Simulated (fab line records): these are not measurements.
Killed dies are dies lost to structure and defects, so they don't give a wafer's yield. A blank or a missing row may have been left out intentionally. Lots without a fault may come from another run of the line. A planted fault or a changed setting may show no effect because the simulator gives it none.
fab line records    flow sky130
record lots=6  wafers=18  last_day=49
route steps=708 shown METAL2@506 VIA2@507 PAD_OPEN@708
lots that met no fault: from a run of the same line without faults
start_h: the number of hours between the record's first day and the start of the first shown wafer of the lot    wait_h: how many hours have passed since the lot's step before this one    " same as the row above    L1.1+2: a row that stands for several wafers    - either no value or no given start    * or withheld: withheld    < > ~ a bound
route shown NAME@n: names a module that has steps shown in the file, with the first one's number in the route    usual: mean/standard deviation of fault-free wafers    same: alike in all rows    chamber/n: place in a boat    sites: readings site by site    _std_site: how widely they spread, as a standard deviation    _edge_site: mean of outer sites minus mean of inner sites    radius_mm: how far each site lies from the wafer's centre    mask NAME#n: copy n    behind: the most recent tool/chamber to have shaped the wafer    hold: the reason the lot was held/the length of the hold in hours/how it ended    device: names the non-switching transistor (n, p or np)    end of line: the tests these same wafers got at the end of their route    where a step has no rows: the recipe by itself    killed: the dies lost at the first sort to structure and to defects; this is not the yield of the wafer    map: the dies of a wafer, with x for killed, . for not killed, _ for no die there
set.NAME: the setting as run; set.NAME@STEP: as run at that earlier step    model.NAME: the simulator's own value behind a step, which no gauge read
lots seen at some steps along the route; tables by step, rows by wafer
services: from which hour (start_h, from the record's first day; less than 0 if before it) a tool's chamber was out of use, for how many hours, and why
## steps
# step SKY_METAL2_CLEAN_23
# recipe chemistry=O3/DIW  dry=n2_spin
# step SKY_VIA2_HDPCVD_00
# recipe material=SiO2  target_thk_nm=1180  sigma_open_frac=0.3  time_s=196.7  temp_c=400  sih4_flow_sccm=60  pressure_mtorr=6
# step SKY_VIA2_THK_MEAS_01
# recipe reads=SiO2_of_VIA2_HDPCVD_00
# usual VIA2_HDPCVD_THK=1176/12
lot.wafer  tool           chamber  start_h  wait_h  VIA2_HDPCVD_THK[nm]
L378.1     film_metro-01  -        822.99   0.1     1179
L378.2     "              -        "        "       1184
L378.3     "              -        "        "       1167
L384.1     film_metro-01  -        876.08   0.1     1187
L384.2     "              -        "        "       1195
L384.6     "              -        "        "       1189
L391.3     film_metro-03  -        943.27   0.1     1169
L391.4     "              -        "        "       1165
L391.5     "              -        "        "       1165
L393.1     film_metro-01  -        945.22   0.1     1171
L393.2     "              -        "        "       1160
L393.3     "              -        "        "       1156
L397.3     film_metro-01  -        961.71   0.1     1186
L397.4     "              -        "        "       1185
L397.5     "              -        "        "       1187
L398.3     film_metro-04  -        967.46   0.1     1193
L398.4     "              -        "        "       1202
L398.5     "              -        "        "       1204
# step SKY_VIA2_CMP_02
# recipe material=SiO2  down_force_psi=4  platen_rpm=60  pad_velocity_m_s=0.94248
# usual edge_zone_pressure_frac=1.000/0.0048  motor_current_A=12.1/1.4
lot.wafer  tool    chamber  start_h  wait_h  edge_zone_pressure_frac  motor_current_A
L378.2     cmp-02  1        823.10   0.1     0.995                    11.7
L378.3     "       2        "        "       0.993                    14.0
L378.1     "       3        "        "       0.995                    11.1
L384.1     cmp-02  2        876.24   0.1     0.999                    13.4
L384.2     "       3        "        "       0.999                    10.7
L384.6     "       0        "        "       1.003                    12.0
L391.4     cmp-02  1        943.31   0.0     1.007                    11.9
L391.3     "       0        "        "       0.999                    12.2
L391.5     "       2        "        "       1.001                    14.8
L393.3     cmp-02  2        945.28   0.0     1.005                    13.6
L393.2     "       3        "        "       1.003                    10.8
L393.1     "       1        "        "       1.005                    11.5
L397.3     cmp-01  0        961.75   0.0     1.004                    12.5
L397.4     "       2        "        "       1.004                    9.5
L397.5     "       1        "        "       0.993                    14.0
L398.4     cmp-02  3        967.60   0.1     1.004                    10.4
L398.3     "       0        "        "       0.999                    12.1
L398.5     "       2        "        "       0.988                    14.1
# step SKY_VIA2_BOW_MEAS_03
# recipe mode=bow
# usual VIA2_BOW=88/8.3
lot.wafer  tool           chamber  start_h  wait_h  VIA2_BOW[um]
L378.1     film_metro-04  -        823.35   0.1     84
L378.2     "              -        "        "       82
L378.3     "              -        "        "       86
L384.1     film_metro-03  -        876.44   0.1     85
L384.2     "              -        "        "       86
L384.6     "              -        "        "       83
L391.3     film_metro-01  -        943.65   0.1     97
L391.4     "              -        "        "       89
L391.5     "              -        "        "       74
L393.1     film_metro-03  -        945.58   0.1     93
L393.2     "              -        "        "       105
L393.3     "              -        "        "       94
L397.3     film_metro-03  -        962.09   0.3     75
L397.4     "              -        "        "       88
L397.5     "              -        "        "       96
L398.3     film_metro-04  -        967.84   0.1     81
L398.4     "              -        "        "       99
L398.5     "              -        "        "       97
# step SKY_VIA2_DEHYDRATE_04
# recipe temp_c=200  time_s=60
# step SKY_VIA2_HMDS_05
# recipe prime_time_s=60  prime_temp_c=120
# step SKY_VIA2_COAT_06
# recipe resist=BARC  temp_c=withheld  time_s=withheld  spin_rpm=3000  resist_thk_nm=60
# step SKY_VIA2_COAT_07
# recipe resist=KrF-thick  spin_rpm=3000  resist_thk_nm=450
# step SKY_VIA2_SOFTBAKE_08
# recipe temp_c=100  time_s=90  resist=KrF-thick
# step SKY_VIA2_EXPOSE_09
# recipe mask_id=VIM2  na=0.8  source_shape=annular  sigma_inner=0.55  sigma_outer=0.85  target_cd_nm=200  dose_mj=38
# step SKY_VIA2_PEB_10
# recipe peb_temp_c=withheld  peb_time_s=withheld  resist=KrF-thick
# step SKY_VIA2_DEVELOP_11
# recipe develop_time_s=60  resist=KrF-thick  dev_temp_c=21
lot.wafer   tool            chamber  start_h  wait_h
L378.1+2+3  litho_track-03  0        849      -
L384.1+2+6  litho_track-02  0        901      -
L391.3+4+5  litho_track-03  0        968      -
L393.1+2+3  litho_track-03  0        969      -
L397.3+4+5  litho_track-02  0        985      -
L398.3+4+5  litho_track-04  0        991      -
# step SKY_VIA2_CD_MEAS_12
# recipe target_cd_nm=200
# usual cd_nm=200.0/1.3
lot.wafer  tool       chamber  start_h  wait_h  cd_nm
L378.1     cd_sem-01  -        849.35   -       198.9
L378.2     "          -        "        "       196.9
L378.3     "          -        "        "       199.0
L384.1     cd_sem-02  -        901.21   -       201.2
L384.2     "          -        "        "       200.0
L384.6     "          -        "        "       201.5
L391.3     cd_sem-01  -        968.29   -       184.7
L391.4     "          -        "        "       203.0
L391.5     "          -        "        "       184.5
L393.1     cd_sem-02  -        969.85   -       182.2
L393.2     "          -        "        "       198.1
L393.3     "          -        "        "       181.9
L397.3     cd_sem-01  -        985.30   -       201.0
L397.4     "          -        "        "       200.4
L397.5     "          -        "        "       201.9
L398.3     cd_sem-02  -        991.70   -       201.9
L398.4     "          -        "        "       200.0
L398.5     "          -        "        "       200.1
# step SKY_VIA2_OVL_MEAS_13
# usual VIA2_OVL=1/4.9
lot.wafer  tool        chamber  start_h  wait_h  VIA2_OVL[nm]
L378.1     overlay-02  -        849.47   0.1     6
L378.2     "           -        "        "       4
L378.3     "           -        "        "       8
L384.1     overlay-02  -        901.33   0.1     8
L384.2     "           -        "        "       9
L384.6     "           -        "        "       5
L391.3     overlay-02  -        968.38   0.1     2
L391.4     "           -        "        "       -6
L391.5     "           -        "        "       -6
L393.1     overlay-02  -        969.97   0.1     2
L393.2     "           -        "        "       1
L393.3     "           -        "        "       3
L397.3     overlay-01  -        985.39   0.1     2
L397.4     "           -        "        "       3
L397.5     "           -        "        "       3
L398.3     overlay-01  -        991.79   0.1     2
L398.4     "           -        "        "       3
L398.5     "           -        "        "       3
# step SKY_VIA2_ETCH_14
# recipe chemistry=N2/H2  target=BARC  ion_energy_ev=200  source_w=500  bias_w=100  pressure_mtorr=30  n2_flow_sccm=100  h2_flow_sccm=200  stop_on=SiO2  time_s=45.9  target_depth_a=600
# usual drypump_motor_current_A=5.6/0.47  oes_product_au=0.854/0.0047  throttle_valve_pct=13.225/0.0091
lot.wafer  tool         chamber  start_h  wait_h  drypump_motor_current_A  oes_product_au  rf_hours_counter_h  throttle_valve_pct  model.VIA2.cd_nm
L378.1     rie_diel-04  0        849.50   0.0     5.0                      0.849           10                  13.212              198.4
L378.2     "            1        "        "       5.9                      0.861           17                  13.219              198.1
L378.3     "            2        "        "       6.0                      0.857           6                   13.237              199.4
L384.1     rie_diel-03  0        901.36   0.0     6.1                      0.858           8                   13.225              201.5
L384.2     "            3        "        "       5.5                      0.867           24                  13.223              201.5
L384.6     "            1        "        "       6.3                      0.853           -                   13.217              202.8
L391.3     rie_diel-02  3        968.40   0.0     5.3                      0.857           12                  13.229              185.9
L391.4     "            2        "        "       5.6                      0.863           13                  13.234              203.4
L391.5     "            3        "        "       5.3                      0.860           -                   13.225              186.1
L393.1     rie_diel-04  3        970.00   0.0     5.8                      0.861           5                   13.217              181.7
L393.2     "            0        "        "       5.0                      0.851           12                  13.223              197.9
L393.3     "            2        "        "       6.0                      0.856           9                   13.224              181.4
L397.3     rie_diel-03  2        985.42   0.0     5.5                      0.849           11                  13.237              202.1
L397.4     "            1        "        "       6.3                      0.860           15                  13.220              202.4
L397.5     "            3        "        "       5.5                      0.849           -                   13.226              202.2
L398.3     rie_diel-03  2        991.82   0.0     5.5                      0.857           11                  13.217              202.6
L398.4     "            3        "        "       5.5                      0.856           27                  13.233              200.8
L398.5     "            1        "        "       6.3                      0.850           -                   13.230              201.4
# step SKY_VIA2_ETCH_15
# recipe target=SiO2  chemistry=C4F8/O2/Ar  target_depth_nm=546  stop_on=TiN  mask_material=KrF-thick  source_w=1500  bias_w=1200  pressure_mtorr=40  c4f8_flow_sccm=withheld  O2_flow_sccm=6  Ar_flow_sccm=300  time_s=84
# usual oes_product_au=0.940/0.0046
lot.wafer  tool         chamber  start_h  wait_h  oes_product_au  rf_hours_counter_h  model.VIA2.cd_nm
L378.1     rie_diel-04  0        849.55   0.0     0.940           10                  199.4
L378.2     "            1        "        "       0.939           17                  199.6
L378.3     "            2        "        "       0.950           6                   199.5
L384.1     rie_diel-03  0        901.41   0.0     0.937           8                   199
L384.2     "            3        "        "       0.937           24                  201.5
L384.6     "            1        "        "       0.949           -                   198.2
L391.3     rie_diel-02  3        968.45   0.0     0.941           12                  183.5
L391.4     "            2        "        "       0.938           13                  205.9
L391.5     "            3        "        "       0.925           -                   183.9
L393.1     rie_diel-04  3        970.05   0.0     0.940           5                   182.6
L393.2     "            0        "        "       0.941           12                  197.6
L393.3     "            2        "        "       0.937           9                   178.5
L397.3     rie_diel-03  2        985.46   0.0     0.940           11                  202.1
L397.4     "            1        "        "       0.944           15                  199.5
L397.5     "            3        "        "       0.948           -                   203.1
L398.3     rie_diel-03  2        991.86   0.0     0.936           11                  202.9
L398.4     "            3        "        "       0.944           27                  204.8
L398.5     "            1        "        "       0.938           -                   199.1
# step SKY_VIA2_STRIP_16
# recipe chemistry=O2/N2  power_w=1400  pressure_mtorr=1500  platen_temp_c=withheld  o2_flow_sccm=3000  n2_flow_sccm=300  overash_fraction=0.5
# usual drypump_motor_current_A=6.09/0.24  oes_product_au=0.397/0.0048  strip_time_to_endpoint_s=4.035/0.029
lot.wafer  tool             chamber  start_h  wait_h  drypump_motor_current_A  oes_product_au  rf_hours_counter_h  strip_time_to_endpoint_s
L378.1     plasma_asher-03  1        849.61   0.0     6.15                     0.390           41                  4.044
L378.2     "                0        "        "       5.94                     0.399           41                  4.077
L378.3     "                1        "        "       6.14                     0.398           -                   4.009
L384.1     plasma_asher-03  1        901.47   0.0     6.16                     0.400           46                  4.029
L384.2     "                0        "        "       5.95                     0.387           46                  4.039
L384.6     "                0        "        "       5.97                     0.395           -                   4.029
L391.3     plasma_asher-01  1        968.54   0.1     6.37                     0.394           -                   4.085
L391.4     "                0        "        "       5.81                     0.404           -                   4.071
L391.5     "                1        "        "       6.36                     0.396           -                   4.087
L393.1     plasma_asher-03  0        970.11   0.0     5.97                     0.393           54                  3.977
L393.2     "                1        "        "       6.16                     0.397           54                  4.003
L393.3     "                0        "        "       5.95                     0.396           -                   4.021
L397.3     plasma_asher-03  1        985.55   0.1     6.15                     0.392           -                   4.003
L397.4     "                0        "        "       5.98                     0.399           -                   3.974
L397.5     "                0        "        "       5.96                     0.402           -                   4.010
L398.3     plasma_asher-02  0        991.96   0.1     5.76                     0.398           -                   3.985
L398.4     "                1        "        "       6.52                     0.391           -                   3.988
L398.5     "                0        "        "       5.78                     0.384           -                   3.994
# step SKY_PAD_OPEN_PROBE_99
# usual defect_limited_yield=82.7/1.8  killed_at_M0_to_M3=44/6.8  killed_at_M4_up=3.2/1.7  killed_at_contacts=24/4.9  killed_at_front_end=14/4.1  killed_at_other=0.2/0.51  killed_dies=85/8.7  killed_open=46/6.8  killed_short=39/6.1  sort_bin_3_pad_short=0.9/0.43  sort_bin_5_function=10.1/1.4  sort_bin_6_memory=6.3/1.1  sort_n_pass=407/8.7  sort_yield_pct=82.7/1.8
# same gross_dies=492  killed_at_back_side=0  sort_bin_4_leakage[%]=0  sort_bin_8_speed[%]=0
lot.wafer  tool       chamber  start_h  wait_h  defect_limited_yield[%]  killed_at_M0_to_M3  killed_at_M4_up  killed_at_contacts  killed_at_front_end  killed_at_other  killed_dies  killed_open  killed_short  sort_bin_3_pad_short[%]  sort_bin_5_function[%]  sort_bin_6_memory[%]  sort_n_pass  sort_yield_pct[%]  model.etest.via2_chain.rc_ohm
L378.1     prober-01  -        1076.27  0.1     81.3                     46                  1                30                  15                   0                92           47           45            1.0                      11.4                    6.3                   400          81.3               10.08
L378.2     prober-01  -        1076.32  0.1     85.2                     41                  4                19                  9                    0                73           40           33            1.2                      8.3                     5.3                   419          85.2               9.649
L378.3     prober-01  -        1076.37  0.2     83.9                     42                  4                22                  11                   0                79           44           35            1.6                      6.7                     7.7                   413          83.9               10.3
L384.1     prober-01  -        1115.52  0.1     83.1                     48                  4                18                  13                   0                83           45           38            1.0                      9.1                     6.7                   409          83.1               10.3
L384.2     prober-01  -        1115.57  0.1     80.5                     49                  3                25                  17                   2                96           60           36            1.8                      12.2                    5.5                   396          80.5               9.649
L384.6     prober-01  -        1115.77  0.2     81.9                     50                  4                14                  20                   1                89           45           44            0.4                      11.0                    6.7                   403          81.9               10.55
L391.3     prober-02  -        1168.32  0.2     83.5                     37                  2                27                  15                   0                81           36           44            1.4                      10.2                    4.9                   411          83.5               11.25
L391.4     prober-02  -        1168.37  0.2     83.7                     39                  4                25                  11                   1                80           41           39            1.4                      8.9                     5.9                   412          83.7               9.307
L391.5     prober-02  -        1168.42  0.2     81.3                     47                  2                25                  18                   0                92           55           37            0.4                      11.0                    7.3                   400          81.3               11.44
L393.1     prober-02  -        1171.22  0.1     82.1                     50                  7                14                  16                   1                88           43           44            0.4                      10.2                    7.3                   404          82.1               11.99
L393.2     prober-02  -        1171.27  0.1     83.5                     41                  3                24                  13                   0                81           37           44            1.6                      7.9                     6.9                   411          83.5               10.27
L393.3     prober-02  -        1171.32  0.2     83.7                     35                  5                25                  15                   0                80           48           32            0.6                      8.3                     7.3                   412          83.7               12.32
L397.3     prober-01  -        1181.12  0.2     81.5                     47                  1                23                  20                   0                91           54           37            1.0                      10.8                    6.7                   401          81.5               9.997
L397.4     prober-01  -        1181.17  0.2     82.5                     42                  4                21                  19                   0                86           50           36            0.6                      10.8                    6.1                   406          82.5               10.61
L397.5     prober-01  -        1181.22  0.2     80.5                     41                  6                30                  19                   0                96           53           43            0.6                      10.0                    8.9                   396          80.5               9.831
L398.3     prober-01  -        1185.46  0.2     85.8                     41                  2                19                  8                    0                70           43           27            0.6                      7.7                     5.9                   422          85.8               9.567
L398.4     prober-01  -        1185.51  0.2     80.5                     49                  5                31                  11                   0                96           53           43            2.2                      11.8                    5.5                   396          80.5               9.269
L398.5     prober-01  -        1185.56  0.2     81.9                     49                  1                28                  11                   0                89           48           41            1.4                      9.8                     6.9                   403          81.9               10.31
# killed by level:class
L378.1 CONTACT:geometric_particle:open=14 CONTACT:geometric_particle:short=8 VIA2:geometric_particle:open=7 METAL1:geometric_particle:short=6 VIA1:geometric_particle:open=6 VIA3:geometric_particle:open=6 METAL2:geometric_particle:short=5 FIELD_ISO:geometric_particle:short=4
L378.2 VIA1:geometric_particle:open=10 CONTACT:geometric_particle:open=8 CONTACT:geometric_particle:short=7 METAL2:geometric_particle:short=6 FIELD_ISO:geometric_particle:open=5 VIA2:geometric_particle:open=5 METAL1:geometric_particle:short=4 VIA1:geometric_particle:short=4
L378.3 VIA1:geometric_particle:open=13 CONTACT:geometric_particle:open=8 LI_CONTACT:geometric_particle:open=6 METAL1:geometric_particle:short=6 CONTACT:geometric_particle:short=5 VIA2:geometric_particle:open=5 METAL2:geometric_particle:short=4 VIA3:geometric_particle:open=4
L384.1 VIA1:geometric_particle:open=13 CONTACT:geometric_particle:open=12 VIA1:geometric_particle:short=10 VIA3:geometric_particle:open=7 SPACER:geometric_particle:short=4 VIA2:geometric_particle:open=4 FIELD_ISO:geometric_particle:short=3 POLY_GATE:geometric_particle:short=3
L384.2 VIA1:geometric_particle:open=14 CONTACT:geometric_particle:open=10 FIELD_ISO:geometric_particle:open=8 VIA2:geometric_particle:open=8 VIA1:geometric_particle:short=8 SPACER:geometric_particle:open=5 CONTACT:geometric_particle:short=5 VIA3:geometric_particle:open=5
L384.6 VIA1:geometric_particle:open=16 POLY_GATE:geometric_particle:short=8 VIA2:geometric_particle:open=7 VIA3:geometric_particle:open=6 VIA1:geometric_particle:short=6 FIELD_ISO:geometric_particle:open=5 LI_CONTACT:geometric_particle:open=5 METAL2:geometric_particle:short=5
L391.3 CONTACT:geometric_particle:open=7 LI_CONTACT:geometric_particle:open=7 VIA3:geometric_particle:open=7 LOCAL_INTERCONNECT:geometric_particle:short=7 FIELD_ISO:geometric_particle:short=5 VIA2:geometric_particle:open=5 METAL1:geometric_particle:short=5 VIA1:geometric_particle:short=5
L391.4 VIA1:geometric_particle:open=7 VIA3:geometric_particle:open=7 LI_CONTACT:geometric_particle:open=6 LI_CONTACT:geometric_particle:short=6 VIA2:geometric_particle:open=6 CONTACT:geometric_particle:short=5 METAL2:geometric_particle:short=5 FIELD_ISO:geometric_particle:short=4
L391.5 VIA1:geometric_particle:open=10 CONTACT:geometric_particle:open=10 METAL1:geometric_particle:short=9 FIELD_ISO:geometric_particle:open=8 METAL2:geometric_particle:short=7 METAL1:geometric_particle:open=6 FIELD_ISO:geometric_particle:short=4 LI_CONTACT:geometric_particle:open=4
L393.1 VIA1:geometric_particle:open=11 METAL1:geometric_particle:short=7 VIA1:geometric_particle:short=7 VIA3:geometric_particle:open=7 METAL4:geometric_particle:short=6 CONTACT:geometric_particle:open=6 VIA2:geometric_particle:short=6 METAL2:geometric_particle:short=5
L393.2 CONTACT:geometric_particle:open=8 VIA1:geometric_particle:open=8 CONTACT:geometric_particle:short=6 METAL1:geometric_particle:short=6 VIA3:geometric_particle:open=6 VIA1:geometric_particle:short=5 METAL2:geometric_particle:short=5 FIELD_ISO:geometric_particle:short=4
L393.3 VIA1:geometric_particle:open=11 CONTACT:geometric_particle:open=9 FIELD_ISO:geometric_particle:open=5 LI_CONTACT:geometric_particle:short=4 VIA2:geometric_particle:open=4 METAL1:geometric_particle:short=4 VIA3:geometric_particle:open=4 POLY_GATE:geometric_particle:short=3
L397.3 VIA1:geometric_particle:open=14 CONTACT:geometric_particle:open=9 FIELD_ISO:geometric_particle:open=6 POLY_GATE:geometric_particle:open=6 CONTACT:geometric_particle:short=6 VIA3:geometric_particle:open=6 METAL2:geometric_particle:short=6 METAL1:geometric_particle:short=5
L397.4 CONTACT:geometric_particle:open=9 VIA1:geometric_particle:open=9 VIA3:geometric_particle:open=9 VIA3:geometric_particle:short=6 LI_CONTACT:geometric_particle:open=5 FIELD_ISO:geometric_particle:short=4 POLY_GATE:geometric_particle:open=4 CONTACT:geometric_particle:short=4
L397.5 VIA1:geometric_particle:open=17 LI_CONTACT:geometric_particle:open=9 CONTACT:geometric_particle:open=9 FIELD_ISO:geometric_particle:short=6 METAL2:geometric_particle:short=5 POLY_GATE:geometric_particle:open=4 LI_CONTACT:geometric_particle:short=4 CONTACT:geometric_particle:short=4
L398.3 LI_CONTACT:geometric_particle:open=11 VIA2:geometric_particle:open=10 VIA1:geometric_particle:open=7 CONTACT:geometric_particle:open=5 METAL1:geometric_particle:short=5 VIA1:geometric_particle:short=5 METAL3:geometric_particle:short=4 VIA3:geometric_particle:open=3
L398.4 LI_CONTACT:geometric_particle:open=13 CONTACT:geometric_particle:open=9 VIA1:geometric_particle:open=8 METAL1:geometric_particle:short=8 VIA3:geometric_particle:open=8 VIA1:geometric_particle:short=6 FIELD_ISO:geometric_particle:short=5 METAL3:geometric_particle:short=5
L398.5 CONTACT:geometric_particle:open=15 VIA1:geometric_particle:open=10 METAL1:geometric_particle:short=8 LI_CONTACT:geometric_particle:open=5 VIA2:geometric_particle:open=5 VIA1:geometric_particle:short=5 VIA3:geometric_particle:short=5 VIA3:geometric_particle:open=5
## services
tool             chamber  start_h  hours  kind
plasma_asher-03  -        804.96   1.6    repair
rie_diel-03      -        819.74   2.8    pm
rie_diel-02      1        821.04   10.0   repair
plasma_asher-02  -        821.65   11.7   repair
cmp-01           -        826.63   3.8    pm
plasma_asher-02  -        833.31   14.6   pm
cmp-01           -        833.79   0.7    repair
rie_diel-04      0        837.38   3.6    repair
rie_diel-03      2        854.63   4.4    repair
cmp-01           -        860.22   4.5    repair
rie_diel-04      0        862.77   3.0    repair
rie_diel-02      0        865.09   16.8   repair
rie_diel-02      1        878.72   16.1   repair
cmp-01           -        880.50   1.1    repair
cmp-01           -        907.57   6.3    repair
plasma_asher-01  -        909.84   1.5    repair
rie_diel-04      3        913.90   3.4    repair
cmp-01           -        925.51   4.0    pm
plasma_asher-02  -        929.22   0.9    repair
cmp-01           -        929.51   -      consumable_replace:conditioner
cmp-01           -        929.51   -      consumable_replace:pad
cmp-01           -        931.54   3.7    repair
rie_diel-02      0        964.82   3.1    repair
plasma_asher-01  -        965.19   2.8    pm
## key
first_sign step=SKY_VIA2_CD_MEAS_12  reading=cd_nm  direction=down  sigmas=13  usual=200.0  struck=183.3
effect none on later readings
model_effect step=SKY_VIA2_ETCH_14  value=VIA2.cd_nm  without=200.9  struck=183.8
model_effect step=SKY_VIA2_ETCH_15  value=VIA2.cd_nm  without=199.3  struck=182.2
model_effect step=SKY_PAD_OPEN_PROBE_99  value=etest.via2_chain.rc_ohm  without=9.886  struck=11.75
met_at SKY_VIA2_DEVELOP_11
struck_wafers L391.3,L391.5,L393.1,L393.3
onset_between 849 968
fault kind=process_parameter_drift  tool=litho_track-03  chamber=-  onset_h=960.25  steps=SKY_VIA2_DEVELOP_11  channel=develop_time_s  offset=*  shape=step  end_h=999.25  scope=struck_wafers_only  acts_in=*  stated=*
